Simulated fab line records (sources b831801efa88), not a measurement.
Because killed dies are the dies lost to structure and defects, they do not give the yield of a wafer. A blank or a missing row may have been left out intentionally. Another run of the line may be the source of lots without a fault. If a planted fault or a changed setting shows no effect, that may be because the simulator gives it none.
Which tool was responsible? | flow gf180mcu | at 1 step of a route of 602, 14 lots with 42 wafers sampled

== WHAT THE GAUGES READ, wafer by wafer ==
No reading from a measuring or inspecting step in the record can be judged against a usual standard deviation.

== TOOL THAT RAN EACH LOT (tool first, then ch and the chambers of the sampled wafers, then the start) ==
lot  | GF_V4_STRIP_19
L998 | wet_bench-04 ch 2, day 24 10:02
L100 | wet_bench-04 ch 1, day 25 03:56
L101 | wet_bench-03 ch 1, day 25 08:26
L102 | wet_bench-04 ch 2, day 26 04:53
L104 | wet_bench-03 ch 0, day 26 18:08
L105 | wet_bench-04 ch 0, day 27 14:41
L107 | wet_bench-03 ch 0, day 28 08:19
L108 | wet_bench-01 ch 2, day 28 09:25
L114 | wet_bench-04 ch 3, day 29 22:31
L115 | wet_bench-04 ch 3, day 30 02:07
L116 | wet_bench-04 ch 3, day 30 03:17
L117 | wet_bench-04 ch 3, day 30 12:23
L118 | wet_bench-03 ch 2, day 30 17:20
L121 | wet_bench-03 ch 1, day 31 09:47
- GF_V4_STRIP_19: strips in post etch residue remover, time 1200 s.

== AS READ BY THE TOOLS THEMSELVES (means over the sampled wafers that have a number; for cases with no such wafer, the mark the record gives instead) ==
GF_V4_STRIP_19.
lot  | tool         | bath_guard_temp_C (C) | bath_heat_duty_pct (%)
L998 | wet_bench-04 | 72.8                  | 14.9
L100 | wet_bench-04 | 71.6                  | 14.2
L101 | wet_bench-03 | 71.8                  | 13.8
L102 | wet_bench-04 | 72.8                  | 15.1
L104 | wet_bench-03 | 72.8                  | 13.7
L105 | wet_bench-04 | 72.3                  | 15.6
L107 | wet_bench-03 | 72.7                  | 12.8
L108 | wet_bench-01 | 72.4                  | 14.4
L114 | wet_bench-04 | -                     | -
L115 | wet_bench-04 | -                     | -
L116 | wet_bench-04 | 73.1                  | 13.5
L117 | wet_bench-04 | 73.1                  | 13.5
L118 | wet_bench-03 | 72.4                  | 13.7
L121 | wet_bench-03 | 72.0                  | 13.9

== THE ANSWER, worked out from the rows above alone ==
Rule: what is usual is taken from the lots themselves. The widest of any qualifying gaps counts: lots, ordered by their means at a reading, are off when they make up no more than a third of the lots, leave a main group of 4 or more, and stand apart from it by 3 or more times the standard deviation of that group's means. A main group whose means are all the same, to the digits that the tables above print for the reading, isn't used. A lot without any number at a reading at which 4 lots or more have one is off too. Any other lot the step has rows for is counted as sound. After the gauges, taken in route order, come the tools' own readings; for these a lot's mean is taken, as printed above. The first step at which some lot is off is used, and at that step the reading that is off furthest; a lot without a number counts as furthest.
Off: L114, L115 (GF_V4_STRIP_19, bath_guard_temp_C). Without a number there: L114, L115. Mean 72.5 C and standard deviation 0.47 in the main group.
If a tool, at that step or one of the process steps before it, ran each lot that is off and ran no sound lot following the first of them, it fits. No candidate that was tried fits.

== WHAT THE SIMULATOR HAD PUT IN ==
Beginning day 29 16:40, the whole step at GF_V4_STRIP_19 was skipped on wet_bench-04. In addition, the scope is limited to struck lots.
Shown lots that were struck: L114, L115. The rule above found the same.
